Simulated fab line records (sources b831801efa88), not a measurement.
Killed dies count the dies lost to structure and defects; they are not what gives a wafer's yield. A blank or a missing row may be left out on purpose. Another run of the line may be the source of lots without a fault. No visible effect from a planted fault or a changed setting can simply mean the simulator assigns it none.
What tool caused it? + flow gf180mcu + 12 lots with 36 wafers sampled at 6 steps, on a route of 602 steps

== WHAT THE GAUGES SHOWED, per wafer ==
GF_STI_THK_MEAS_02.
| lot  | measured    | on            | STI_OXIDATION_THK (nm) |
|------|-------------|---------------|------------------------|
| L113 | day 1 12:06 | film metro-02 | 10.06 10.15 10.39      |
| L114 | day 1 16:31 | film metro-03 | 9.85 9.88 10.04        |
| L116 | day 2 02:37 | film metro-01 | 10.25 10.34 10.43      |
| L124 | day 3 19:07 | film metro-02 | 10.00 10.18 10.21      |
| L125 | day 3 23:31 | film metro-01 | 9.94 10.07 10.17       |
| L126 | day 4 05:29 | film metro-03 | 10.06 10.26 10.21      |
| L127 | day 4 11:17 | film metro-02 | 10.03 10.10 10.04      |
| L128 | day 4 14:31 | film metro-03 | 10.22 10.40 10.24      |
| L130 | day 5 00:59 | film metro-02 | 9.72 9.92 9.93         |
| L133 | day 5 22:53 | film metro-01 | 10.04 9.89 9.95        |
| L134 | day 5 22:53 | film metro-02 | 9.74 9.87 9.83         |
| L136 | day 6 08:42 | film metro-03 | 9.78 9.99 9.80         |

GF_STI_THK_MEAS_04.
| lot  | measured    | on            | STI_CVD_03_THK (nm)                 |
|------|-------------|---------------|-------------------------------------|
| L113 | day 1 16:38 | film metro-01 | 208.1 206.9 208.9                   |
| L114 | day 1 19:37 | film metro-03 | 206.4 206.6 207.8                   |
| L116 | day 2 04:40 | film metro-03 | 204.0 204.8 204.6                   |
| L124 | day 3 21:10 | film metro-03 | 157.0 157.7 158.2 156.9 157.8 158.3 |
| L125 | day 4 01:34 | film metro-01 | 204.4 203.4 204.6                   |
| L126 | day 4 07:32 | film metro-02 | 205.7 206.4 205.1                   |
| L127 | day 4 13:19 | film metro-02 | 204.2 205.2 205.3                   |
| L128 | day 4 16:34 | film metro-01 | 206.4 208.2 207.5                   |
| L130 | day 5 03:02 | film metro-02 | 205.4 206.9 207.3                   |
| L133 | day 6 00:56 | film metro-02 | 207.5 209.0 207.5                   |
| L134 | day 6 00:56 | film metro-03 | 208.6 209.2 210.2                   |
| L136 | day 6 10:45 | film metro-01 | 205.9 206.8 206.2                   |

GF_LVPWELL_OVL_MEAS_07.
| lot  | measured    | on         | LVPWELL_OVL (nm) |
|------|-------------|------------|------------------|
| L113 | day 3 23:19 | overlay-01 | 1.2 1.2 -0.5     |
| L114 | day 4 04:22 | overlay-01 | -0.5 -0.6 1.6    |
| L116 | day 4 12:28 | overlay-02 | 2.2 1.4 1.6      |
| L124 | day 6 10:07 | overlay-02 | 1.0 -0.1 0.8     |
| L125 | day 6 12:34 | overlay-02 | 1.0 0.0 -1.6     |
| L126 | day 6 23:10 | overlay-01 | -1.8 -0.5 -0.8   |
| L127 | day 7 09:28 | overlay-01 | -0.2 0.9 -0.5    |
| L128 | day 7 09:37 | overlay-02 | 0.7 2.0 1.6      |
| L130 | day 7 23:43 | overlay-02 | 0.1 1.3 0.1      |
| L133 | day 8 20:49 | overlay-01 | 1.1 2.1 0.8      |
| L134 | day 8 20:00 | overlay-01 | -0.7 0.9 -0.3    |
| L136 | day 9 08:49 | overlay-02 | 1.8 -0.8 -0.1    |

GF_VT_IMPLANT_TW_MEAS_10.
| lot  | measured     | on            | VT_IMPLANT_TW |
|------|--------------|---------------|---------------|
| L113 | day 5 17:23  | film metro-04 | 571 569 571   |
| L114 | day 5 23:34  | film metro-03 | 557 556 558   |
| L116 | day 6 07:00  | film metro-03 | 561 559 563   |
| L124 | day 8 10:29  | film metro-03 | 560 563 558   |
| L125 | day 8 13:20  | film metro-02 | 558 555 555   |
| L126 | day 9 00:46  | film metro-02 | 555 556 556   |
| L127 | day 9 11:39  | film metro-04 | 564 565 565   |
| L128 | day 9 11:42  | film metro-03 | 558 554 558   |
| L130 | day 10 04:35 | film metro-02 | 558 557 557   |
| L133 | day 11 02:10 | film metro-02 | 555 554 555   |
| L134 | day 11 00:53 | film metro-03 | 558 557 560   |
| L136 | day 11 16:28 | film metro-04 | 569 568 568   |

== WHAT TOOL EACH LOT RAN ON (gives the tool, then ch and the chambers of the sampled wafers, and finally the start) ==
| lot  | GF_STI_CVD_03              | GF_STI_ETCH_13                    |
|------|----------------------------|-----------------------------------|
| L113 | lpcvd-01 ch 0, day 1 12:10 | rie diel-02 ch 0,3, day 2 04:31   |
| L114 | lpcvd-01 ch 0, day 1 16:38 | rie diel-03 ch 0,1, day 2 07:44   |
| L116 | lpcvd-01 ch 1, day 2 02:40 | rie diel-03 ch 0,1,2, day 2 17:35 |
| L124 | lpcvd-01 ch 0, day 3 19:11 | rie diel-01 ch 0,3, day 4 10:58   |
| L125 | lpcvd-01 ch 1, day 3 23:34 | rie diel-01 ch 0,2,3, day 4 15:04 |
| L126 | lpcvd-01 ch 1, day 4 05:31 | rie diel-01 ch 0,2,3, day 4 21:31 |
| L127 | lpcvd-02 ch 0, day 4 11:20 | rie diel-02 ch 2,3, day 5 03:07   |
| L128 | lpcvd-02 ch 1, day 4 14:34 | rie diel-03 ch 0,2,3, day 5 06:49 |
| L130 | lpcvd-02 ch 1, day 5 01:02 | rie diel-02 ch 1,2,3, day 5 16:14 |
| L133 | lpcvd-02 ch 1, day 5 22:56 | rie diel-03 ch 1,2, day 6 14:58   |
| L134 | lpcvd-02 ch 0, day 5 22:56 | rie diel-02 ch 0,2,3, day 6 14:58 |
| L136 | lpcvd-02 ch 1, day 6 08:45 | rie diel-03 ch 1,2,3, day 7 01:41 |
- GF_STI_CVD_03: deposits Si3N4 from DCS/NH3, target thk 207.16 nm, time 3551 s.
- GF_STI_ETCH_13: etches the open film in CHF3/O2, stops on Si, target depth 282.31 nm, time 112.9 s.

== AS READ BY THE TOOLS THEMSELVES (means over the sampled wafers that have a number; for cases with no such wafer, the mark the record gives instead) ==
GF_STI_CVD_03.
| lot  | tool     | susceptor temp C (C) | zone power bottom pct (%) |
|------|----------|----------------------|---------------------------|
| L113 | lpcvd-01 | 769.8                | 23.0                      |
| L114 | lpcvd-01 | 770.1                | 23.1                      |
| L116 | lpcvd-01 | 769.6                | 17.0                      |
| L124 | lpcvd-01 | 769.8                | 23.0                      |
| L125 | lpcvd-01 | 770.5                | 17.0                      |
| L126 | lpcvd-01 | 770.2                | 16.8                      |
| L127 | lpcvd-02 | 770.1                | 19.1                      |
| L128 | lpcvd-02 | 769.6                | 21.2                      |
| L130 | lpcvd-02 | 770.3                | 21.7                      |
| L133 | lpcvd-02 | 770.1                | 21.3                      |
| L134 | lpcvd-02 | 769.7                | 19.2                      |
| L136 | lpcvd-02 | 769.9                | 21.5                      |

GF_STI_ETCH_13.
| lot  | tool        | drypump motor current A (A) | oes product au (a.u.) | throttle valve pct (%) |
|------|-------------|-----------------------------|-----------------------|------------------------|
| L113 | rie diel-02 | 6.4                         | 0.835                 | 8.806                  |
| L114 | rie diel-03 | 5.7                         | 0.833                 | 8.802                  |
| L116 | rie diel-03 | 6.0                         | 0.824                 | 8.814                  |
| L124 | rie diel-01 | 5.8                         | 0.724                 | 8.781                  |
| L125 | rie diel-01 | 5.7                         | 0.826                 | 8.815                  |
| L126 | rie diel-01 | 5.6                         | 0.829                 | 8.811                  |
| L127 | rie diel-02 | 6.4                         | 0.830                 | 8.802                  |
| L128 | rie diel-03 | 5.9                         | 0.832                 | 8.814                  |
| L130 | rie diel-02 | 6.1                         | 0.829                 | 8.812                  |
| L133 | rie diel-03 | 6.0                         | 0.833                 | 8.816                  |
| L134 | rie diel-02 | 6.4                         | 0.838                 | 8.810                  |
| L136 | rie diel-03 | 5.9                         | 0.837                 | 8.809                  |

== THE ANSWER, worked out from the rows above alone ==
Rule: what is usual is taken from the lots themselves. The widest of any qualifying gaps counts: lots, ordered by their means at a reading, are off when they make up no more than a third of the lots, leave a main group of 4 or more, and stand apart from it by 3 or more times the standard deviation of that group's means. If all means in a main group match to the digits the tables above print for the reading, that group is not used. Also off: a lot with no number at a reading for which 4 or more lots have one. Where the step has rows for the other lots, those lots are counted as sound. Order of review: gauges by route order, followed by the tools' own readings, for which a lot's mean as printed above is used. The first step at which some lot is off is used, and at that step the reading that is off furthest; a lot without a number counts as furthest.
Off: L124, seen at GF_STI_THK_MEAS_04 (STI_CVD_03_THK). The main group: mean 206.5 nm, standard deviation 1.5.
A tool fits if, at a process step before that reading, it ran every lot that is off, and no sound lot after the first of them. Not tried: the gauges at GF_STI_THK_MEAS_04; whatever is off there is also off at GF_STI_ETCH_13, on other tools, and gauge error can't account for it. None of those tried fits.

== WHAT THE SIMULATOR HAD INSERTED ==
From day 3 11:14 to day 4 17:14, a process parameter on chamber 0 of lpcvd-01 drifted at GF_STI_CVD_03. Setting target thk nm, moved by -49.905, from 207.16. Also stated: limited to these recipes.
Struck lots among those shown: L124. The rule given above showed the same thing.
